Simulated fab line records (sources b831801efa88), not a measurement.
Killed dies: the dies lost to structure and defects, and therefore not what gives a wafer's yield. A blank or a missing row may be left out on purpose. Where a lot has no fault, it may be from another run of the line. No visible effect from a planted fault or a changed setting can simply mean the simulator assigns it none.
Which of the tools did it?    flow sfq line    Sampling: 13 lots, 39 wafers, 6 of 325 route steps

== WHAT EACH GAUGE READ, for each wafer ==
The record holds no reading of a measuring or inspecting step that can be judged against a usual standard deviation.

== TOOL THAT RAN EACH LOT (tool first, then ch and the chambers of the sampled wafers, then the start) ==
lot   SFQ_TRILAYER_M3_STRIP_STRIP_079    SFQ_TRILAYER_I4_DEP_PECVD_099    SFQ_TRILAYER_I4_CMP_CMP_100    SFQ_TRILAYER_I4_METRO_MEASURE_101  SFQ_TRILAYER_I4_VIA_ETCH_VIA_ETCH_106  SFQ_TRILAYER_JJ_TRILAYER_DEP_SPUTTER_110
L924  rie metal-01 ch 0,1, day 44 01:54  pecvd-03 ch 1,2, day 54 06:25    cmp-02 ch 0,3, day 55 11:18    film metro-04, day 55 14:49        rie diel-03 ch 0,2,3, day 60 01:05     pvd sputter-06, day 60 02:15
L925  rie metal-04 ch 0,1, day 44 17:26  pecvd-03 ch 0,1,2, day 54 16:01  cmp-01 ch 0,2,3, day 55 20:57  film metro-01, day 56 00:04        rie diel-03 ch 0,2,3, day 60 14:17     pvd sputter-04, day 60 15:17
L926  rie metal-02 ch 0,1, day 45 03:02  pecvd-01 ch 1,2, day 55 01:35    cmp-01 ch 0,1,2, day 56 06:27  film metro-04, day 56 09:04        rie diel-03 ch 0,1,2, day 60 18:59     pvd sputter-04, day 60 19:58
L927  rie metal-04 ch 1, day 45 05:37    pecvd-01 ch 0,1, day 55 06:25    cmp-01 ch 1,2, day 56 14:57    film metro-01, day 56 18:04        rie diel-03 ch 1,2,3, day 61 08:32     pvd sputter-04, day 61 09:31
L928  rie metal-01 ch 0,1, day 45 09:02  pecvd-01 ch 1,2, day 55 13:02    cmp-01 ch 0,2,3, day 56 20:57  film metro-04, day 57 00:16        rie diel-04 ch 0,1,2, day 61 21:44     pvd sputter-04, day 61 22:43
L929  rie metal-04 ch 1, day 46 02:19    pecvd-04 ch 0,1,2, day 55 16:38  cmp-01 ch 0,1,2, day 57 00:57  film metro-04, day 57 03:16        rie diel-01 ch 0,1,2, day 62 01:20     pvd sputter-03, day 62 02:19
L934  rie metal-02 ch 0,1, day 48 14:37  pecvd-03 ch 0,1,2, day 58 11:47  cmp-01 ch 0,1,3, day 58 12:22  film metro-03, day 58 14:59        rie diel-01 ch 0,1,3, day 63 09:44     pvd sputter-04, day 63 10:43
L941  rie metal-01 ch 0,1, day 50 07:53  pecvd-04 ch 0,1, day 61 10:40    cmp-02 ch 0,1, day 61 10:44    film metro-03, day 61 14:03        rie diel-04 ch 0,1,3, day 66 16:18     pvd sputter-06, day 66 17:19
L942  rie metal-01 ch 0, day 50 23:29    pecvd-01 ch 0,1, day 61 21:28    cmp-02 ch 1,2,3, day 61 23:15  film metro-01, day 62 02:04        rie diel-03 ch 1,2,3, day 66 22:18     pvd sputter-04, day 66 23:53
L943  rie metal-02 ch 0,1, day 51 03:05  pecvd-04 ch 0,1, day 62 04:40    cmp-01 ch 0,1, day 62 09:37    film metro-04, day 62 12:44        rie diel-01 ch 2,3, day 67 13:11       pvd sputter-03, day 67 14:47
L944  rie metal-04 ch 0,1, day 51 05:41  pecvd-01 ch 0,2, day 62 07:04    cmp-02 ch 1,2,3, day 62 12:15  film metro-03, day 62 14:16        rie diel-04 ch 0,1,3, day 67 15:35     pvd sputter-06, day 67 16:35
L945  rie metal-02 ch 0,1, day 51 06:41  pecvd-03 ch 0,2, day 62 08:26    cmp-01 ch 0,1,2, day 62 12:37  film metro-01, day 62 15:44        rie diel-01 ch 0,1,2, day 67 17:59     pvd sputter-03, day 67 18:59
L946  rie metal-01 ch 0, day 51 07:53    pecvd-04 ch 1,2, day 62 09:28    cmp-02 ch 1,3, day 62 14:15    film metro-03, day 62 16:52        rie diel-04 ch 0,1,2, day 67 20:23     pvd sputter-06, day 67 21:23
- SFQ_TRILAYER_M3_STRIP_STRIP_079: strips in O2.
- SFQ_TRILAYER_I4_DEP_PECVD_099: deposits SiO2 from SiH4/N2O, time 111.11 s, target thk 500 nm.
- SFQ_TRILAYER_I4_CMP_CMP_100: polishes SiO2.
- SFQ_TRILAYER_I4_METRO_MEASURE_101
- SFQ_TRILAYER_I4_VIA_ETCH_VIA_ETCH_106: etches SiO2 in CHF3, stops on Nb, target depth 260 nm.
- SFQ_TRILAYER_JJ_TRILAYER_DEP_SPUTTER_110: material Al, target thk 8 nm, time 10 s.

== WHAT THE TOOLS THEMSELVES READ (means of the sampled wafers that have a number; where no wafer has one, the mark that the record gives instead) ==
SFQ_TRILAYER_M3_STRIP_STRIP_079. Usual: drypump motor current A 5.59 A, standard deviation 0.29; oes product au 1.000 a.u., standard deviation 0.0072.
lot   tool          drypump motor current A (A)  oes product au (a.u.)  flag
L924  rie metal-01  5.77                         0.991                  
L925  rie metal-04  5.32                         0.997                  
L926  rie metal-02  5.91                         1.008                  
L927  rie metal-04  5.32                         1.015                  
L928  rie metal-01  5.77                         1.005                  
L929  rie metal-04  5.32                         1.004                  
L934  rie metal-02  5.92                         0.994                  
L941  rie metal-01  5.76                         1.000                  
L942  rie metal-01  5.84                         0.999                  
L943  rie metal-02  5.82                         0.996                  
L944  rie metal-04  5.28                         1.003                  
L945  rie metal-02  5.82                         1.000                  
L946  rie metal-01  5.79                         0.999                  

SFQ_TRILAYER_I4_DEP_PECVD_099. Usual: heater power w 88 W, standard deviation 24; throttle valve pct 24.7 %, standard deviation 1.1.
lot   tool      heater power w (W)  throttle valve pct (%)  flag
L924  pecvd-03  95                  24.7                    
L925  pecvd-03  85                  23.8                    
L926  pecvd-01  113                 25.7                    
L927  pecvd-01  102                 25.4                    
L928  pecvd-01  99                  26.1                    
L929  pecvd-04  92                  25.2                    
L934  pecvd-03  82                  24.0                    
L941  pecvd-04  93                  25.3                    
L942  pecvd-01  98                  24.3                    
L943  pecvd-04  88                  25.2                    
L944  pecvd-01  77                  24.2                    
L945  pecvd-03  93                  25.3                    
L946  pecvd-04  103                 25.2                    

SFQ_TRILAYER_I4_CMP_CMP_100. Usual: head pressure psi 3.001 psi, standard deviation 0.0063; motor current A 10.6 A, standard deviation 0.77; platen rpm 60.00 rpm, standard deviation 0.043; slurry flow ml min 150.1, standard deviation 0.49; time to endpoint s 214 s, standard deviation 6.4.
lot   tool    head pressure psi (psi)  motor current A (A)  platen rpm (rpm)  slurry flow ml min  time to endpoint s (s)  flag
L924  cmp-02  2.999                    11.2                 60.00             150.0               216                     
L925  cmp-01  2.999                    10.8                 60.03             149.7               212                     
L926  cmp-01  2.994                    10.7                 60.01             150.2               216                     
L927  cmp-01  2.998                    9.9                  60.04             149.6               213                     
L928  cmp-01  3.003                    10.7                 60.03             150.4               207                     
L929  cmp-01  3.002                    10.1                 60.04             150.4               217                     
L934  cmp-01  2.998                    10.3                 59.97             149.9               234                     OFF
L941  cmp-02  3.005                    11.0                 60.02             149.9               217                     
L942  cmp-02  2.999                    10.8                 60.02             150.1               214                     
L943  cmp-01  2.993                    10.4                 59.96             150.8               203                     
L944  cmp-02  2.999                    10.8                 60.01             150.1               213                     
L945  cmp-01  3.002                    10.4                 59.98             150.1               209                     
L946  cmp-02  3.000                    11.2                 59.99             150.0               217                     

SFQ_TRILAYER_I4_METRO_MEASURE_101. Usual: thk nm 200.1 nm, standard deviation 0.88.
lot   tool           thk nm (nm)  flag
L924  film metro-04  200.5        
L925  film metro-01  200.8        
L926  film metro-04  199.2        
L927  film metro-01  200.3        
L928  film metro-04  201.4        
L929  film metro-04  200.7        
L934  film metro-03  233.2        OFF
L941  film metro-03  200.5        
L942  film metro-01  200.3        
L943  film metro-04  200.1        
L944  film metro-03  200.5        
L945  film metro-01  200.3        
L946  film metro-03  199.8        

SFQ_TRILAYER_I4_VIA_ETCH_VIA_ETCH_106. Usual: drypump motor current A 6.0 A, standard deviation 0.39; oes product au 0.855 a.u., standard deviation 0.005.
lot   tool         drypump motor current A (A)  oes product au (a.u.)  flag
L924  rie diel-03  5.9                          0.854                  
L925  rie diel-03  5.9                          0.852                  
L926  rie diel-03  6.0                          0.850                  
L927  rie diel-03  5.8                          0.861                  
L928  rie diel-04  5.6                          0.859                  
L929  rie diel-01  6.1                          0.858                  
L934  rie diel-01  6.2                          0.900                  OFF
L941  rie diel-04  6.0                          0.857                  
L942  rie diel-03  5.8                          0.851                  
L943  rie diel-01  6.2                          0.854                  
L944  rie diel-04  6.0                          0.858                  
L945  rie diel-01  6.1                          0.855                  
L946  rie diel-04  5.7                          0.855                  

SFQ_TRILAYER_JJ_TRILAYER_DEP_SPUTTER_110. Usual: throttle valve pct 29.9 %, standard deviation 0.92.
lot   tool            throttle valve pct (%)  flag
L924  pvd sputter-06  29.4                    
L925  pvd sputter-04  29.7                    
L926  pvd sputter-04  29.5                    
L927  pvd sputter-04  29.6                    
L928  pvd sputter-04  29.0                    
L929  pvd sputter-03  30.3                    
L934  pvd sputter-04  28.8                    
L941  pvd sputter-06  30.1                    
L942  pvd sputter-04  29.0                    
L943  pvd sputter-03  30.0                    
L944  pvd sputter-06  30.2                    
L945  pvd sputter-03  30.8                    
L946  pvd sputter-06  29.5                    

== THE ANSWER, worked out from the rows above alone ==
Rule: take the mean of a lot's wafers that have a number; if it is more than 3 standard deviations from the usual mean, the lot is off. Also off: a lot with no number at a reading for which 4 or more lots have one. All remaining lots with rows at the step are treated as sound. The gauges are gone through in route order, then the tools' own readings, and for those a lot's mean is taken as printed above. At the first step where some lot is off, the reading lying furthest off is the one used; lots without a number count as furthest.
Off, at SFQ_TRILAYER_I4_CMP_CMP_100 on time to endpoint s: L934.
A tool fits if, at that step or a process step before it, it ran every lot that is off, and no sound lot after the first of them. Not one of the candidates tried fits.

== WHAT THE SIMULATOR HAD INSERTED ==
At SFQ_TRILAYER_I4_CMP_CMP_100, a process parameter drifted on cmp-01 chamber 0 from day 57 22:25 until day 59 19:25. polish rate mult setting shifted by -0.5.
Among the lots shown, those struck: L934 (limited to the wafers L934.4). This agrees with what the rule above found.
